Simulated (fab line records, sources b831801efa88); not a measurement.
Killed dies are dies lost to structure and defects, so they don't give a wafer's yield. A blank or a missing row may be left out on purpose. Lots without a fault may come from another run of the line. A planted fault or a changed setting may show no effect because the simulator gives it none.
A struck lot beside a sound one | flow gf180mcu | 16 steps out of a route of 602
Sound: wafers L957.4, L957.5, L957.6. Struck: wafers L962.2, L962.5, L962.6. The cause comes at the end.
At each step with rows: each side's tool, then ch and its chambers, then its first start. Under that, the readings that differ: sound wafers | struck wafers | difference of the means | sigmas: that difference in standard deviations of wafers without a fault.
alike: readings whose means differ by less than 2 such deviations, and words and numbers that are the same on both sides. not compared: withheld readings, readings that some wafer has no value for, bounds like >300 that may hide the same value, and numbers for which the record gives no deviation and whose values overlap.
The two part at a step that has a row with sigmas, a row that says differs or no value, or rows on one side only. Numbers that don't overlap but have no deviation are shown without sigmas and don't part them. A reading that every wafer of one side lacks parts them only if that side has two wafers or more.

first, 6 steps without rows for these wafers: GF_M4_HMDS_08 (prime time 60 s); GF_M4_COAT_09 (resist thk 1000 nm); GF_M4_SOFTBAKE_10 (time 60 s); GF_M4_EXPOSE_11 (exposes mask Metal4, target cd 280 nm); GF_M4_PEB_12 (peb time 90 s); GF_M4_DEVELOP_13 (develop time 60 s).
GF_M4_CD_MEAS_14: target cd 280 nm.
  sound on cd_sem-02, day 25 05:22; struck on cd_sem-01, day 26 21:38
  alike: cd_nm
GF_M4_OVL_MEAS_15:
  sound on overlay-02, day 25 05:26; struck on overlay-02, day 26 21:44
  alike: M4_OVL
GF_M4_METAL_ETCH_16: etches the open film in Cl2/BCl3, stops on SiO2, target depth 750.8 nm, time 125.1 s.
  sound on rie_metal-01 ch 0,1, day 25 05:29; struck on rie_metal-02 ch 0,1, day 26 21:46
  reading                      | sound             | struck            | difference | sigmas
  drypump_motor_current_A (A)  | 5.4 5.3 5.4       | 6.2 6.3 6.3       | +0.9       | +2
  he_backside_leak_sccm (sccm) | 6.0 3.4 3.1       | 3.5 3.5 3.5       | -0.7       | -2
  mfc_cl2_sccm (sccm)          | 79.85 79.31 79.42 | 80.20 80.12 80.18 | +0.64      | +3
  alike: oes_product_au, throttle_valve_pct
  not compared: rf_hours_counter_h
GF_M4_STRIP_17: strips in O2/N2.
  sound on plasma_asher-02 ch 0,1, day 25 05:37; struck on plasma_asher-01 ch 0,1, day 26 21:54
  alike: drypump_motor_current_A, heater_power_w, oes_product_au, strip_time_to_endpoint_s
  not compared: rf_hours_counter_h
then, 2 steps without rows for these wafers: GF_M4_STRIP_18 (strips in post etch residue remover, time 1200 s); GF_M4_CLEAN_19 (cleans in DIW).
GF_V4_CVD_00: deposits SiO2, target thk 600 nm, time 100 s.
  sound on hdpcvd-01 ch 0,1,2, day 25 06:11; struck on hdpcvd-01 ch 1,2, day 26 22:26
  reading                             | sound             | struck            | difference | sigmas
  sih4_flow_sccm (sccm)               | 59.58 59.65 59.98 | 89.73 89.88 89.88 | +30.09     | +99 or more
  model.SiO2_of_V4_CVD_00.thk_nm (nm) | 605.6 596.4 609   | 895.6 913.7 893.8 | +297.4     |
  alike: pressure_mtorr
GF_V4_THK_MEAS_01:
  sound on film_metro-04, day 25 06:15; struck on film_metro-04, day 26 22:31
  reading            | sound       | struck      | difference | sigmas
  V4_CVD_00_THK (nm) | 606 596 609 | 896 915 894 | +298       | +50
GF_V4_CVD_02: deposits SiO2 from TEOS, target thk 850 nm, time 94.851 s.
  sound on pecvd-02 ch 0,1,2, day 25 06:19; struck on pecvd-02 ch 0,1,2, day 26 22:34
  alike: heater_power_w
-- the record jumps here: 5 days lie between the struck wafers' starts before and after (it left off in module V4 and takes up again in module PASSIVATION, whose first step shown is number 602 of the route) --
GF_PASSIVATION_PROBE_99:
  the record has rows for the struck wafers here (prober-01, day 32 05:24) and none for the sound ones

WHERE THEY PART
First at GF_M4_METAL_ETCH_16; last, within this record, at GF_PASSIVATION_PROBE_99.

WHY: what the simulator had put in
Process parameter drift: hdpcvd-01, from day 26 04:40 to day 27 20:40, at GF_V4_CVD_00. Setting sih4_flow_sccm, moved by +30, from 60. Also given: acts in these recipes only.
